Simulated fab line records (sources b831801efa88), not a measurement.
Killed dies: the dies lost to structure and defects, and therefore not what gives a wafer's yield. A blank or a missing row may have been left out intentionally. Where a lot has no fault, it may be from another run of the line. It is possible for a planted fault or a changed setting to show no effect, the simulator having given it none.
What tool caused it? :: flow sky130 :: 36 wafers from 12 lots sampled at 2 of the route's 708 steps

## WHAT EACH GAUGE READ, for each wafer
SKY_VIA4_OVL_MEAS_11.
lot: L938
measured: day 43 01:59
on: overlay-01
VIA4_OVL (nm): 1.0 1.4 2.0

lot: L939
measured: day 43 10:23
on: overlay-02
VIA4_OVL (nm): -3.7 -4.4 -4.4

lot: L940
measured: day 43 11:16
on: overlay-01
VIA4_OVL (nm): 1.0 0.0 0.2

lot: L941
measured: day 43 18:01
on: overlay-02
VIA4_OVL (nm): -3.4 -2.2 -1.9

lot: L942
measured: day 44 02:04
on: overlay-02
VIA4_OVL (nm): -0.4 -2.4 0.0

lot: L946
measured: day 45 00:34
on: overlay-01
VIA4_OVL (nm): -0.9 -1.6 -1.8

lot: L948
measured: day 45 15:10
on: overlay-01
VIA4_OVL (nm): -0.9 -1.2 -1.5

lot: L950
measured: day 46 03:53
on: overlay-02
VIA4_OVL (nm): -1.5 0.3 -1.2

lot: L949
measured: day 46 04:11
on: overlay-02
VIA4_OVL (nm): -2.7 -1.6 -1.6

lot: L952
measured: day 46 15:14
on: overlay-01
VIA4_OVL (nm): -4.4 -3.1 -4.3

lot: L958
measured: day 48 02:22
on: overlay-02
VIA4_OVL (nm): -1.2 -3.1 -3.1

lot: L959
measured: day 48 07:35
on: overlay-02
VIA4_OVL (nm): -2.1 -1.2 -0.6

## WHAT TOOL EACH LOT RAN ON (gives the tool, then ch and the chambers of the sampled wafers, and finally the start)
lot: L938
SKY_VIA2_CVD_21: cvd w-01 ch 0,1, day 36 15:43

lot: L939
SKY_VIA2_CVD_21: cvd w-01 ch 0,1, day 36 23:25

lot: L940
SKY_VIA2_CVD_21: cvd w-02 ch 0,1, day 37 02:20

lot: L941
SKY_VIA2_CVD_21: cvd w-01 ch 0,1, day 37 08:50

lot: L942
SKY_VIA2_CVD_21: cvd w-01 ch 0,1, day 37 21:03

lot: L946
SKY_VIA2_CVD_21: cvd w-01 ch 0,1, day 38 21:34

lot: L948
SKY_VIA2_CVD_21: cvd w-01 ch 0,1, day 39 13:55

lot: L950
SKY_VIA2_CVD_21: cvd w-02 ch 0,1, day 40 05:50

lot: L949
SKY_VIA2_CVD_21: cvd w-01 ch 0,1, day 40 06:29

lot: L952
SKY_VIA2_CVD_21: cvd w-02 ch 0,1, day 40 18:35

lot: L958
SKY_VIA2_CVD_21: cvd w-02 ch 0,1, day 42 11:50

lot: L959
SKY_VIA2_CVD_21: cvd w-01 ch 0,1, day 42 16:29
- SKY_VIA2_CVD_21: deposits W, target thk 420 nm, time 126.4 s.

## WHAT THE TOOLS THEMSELVES READ (means of the sampled wafers that have a number; where no wafer has one, the mark that the record gives instead)
SKY_VIA2_CVD_21.
lot: L938
tool: cvd w-01
heater power w (W): 907

lot: L939
tool: cvd w-01
heater power w (W): 892

lot: L940
tool: cvd w-02
heater power w (W): 846

lot: L941
tool: cvd w-01
heater power w (W): 950

lot: L942
tool: cvd w-01
heater power w (W): 952

lot: L946
tool: cvd w-01
heater power w (W): 953

lot: L948
tool: cvd w-01
heater power w (W): 956

lot: L950
tool: cvd w-02
heater power w (W): 857

lot: L949
tool: cvd w-01
heater power w (W): 953

lot: L952
tool: cvd w-02
heater power w (W): 855

lot: L958
tool: cvd w-02
heater power w (W): 853

lot: L959
tool: cvd w-01
heater power w (W): 904

## THE ANSWER, worked out from the rows above alone
Rule: usual is defined by the lots themselves. Put in order of their means at a reading, lots are off if they are a third of the lots or fewer, leave a main group of 4 or more, and stand apart from it by a gap of 3 or more times the standard deviation of the main group's means; of several such gaps the widest counts. The tables above print the reading to a certain number of digits; a main group whose means all agree to those digits is not used. Also off: a lot with no number at a reading for which 4 or more lots have one. The other lots that the step has rows for count as sound. The gauges are gone through in route order, then the tools' own readings, and for those a lot's mean is taken as printed above. At the first step where some lot is off, the reading lying furthest off is the one used; lots without a number count as furthest.
No lot is off on any of the readings shown, so nothing can be concluded from this.

## WHAT THE SIMULATOR HAD INSERTED
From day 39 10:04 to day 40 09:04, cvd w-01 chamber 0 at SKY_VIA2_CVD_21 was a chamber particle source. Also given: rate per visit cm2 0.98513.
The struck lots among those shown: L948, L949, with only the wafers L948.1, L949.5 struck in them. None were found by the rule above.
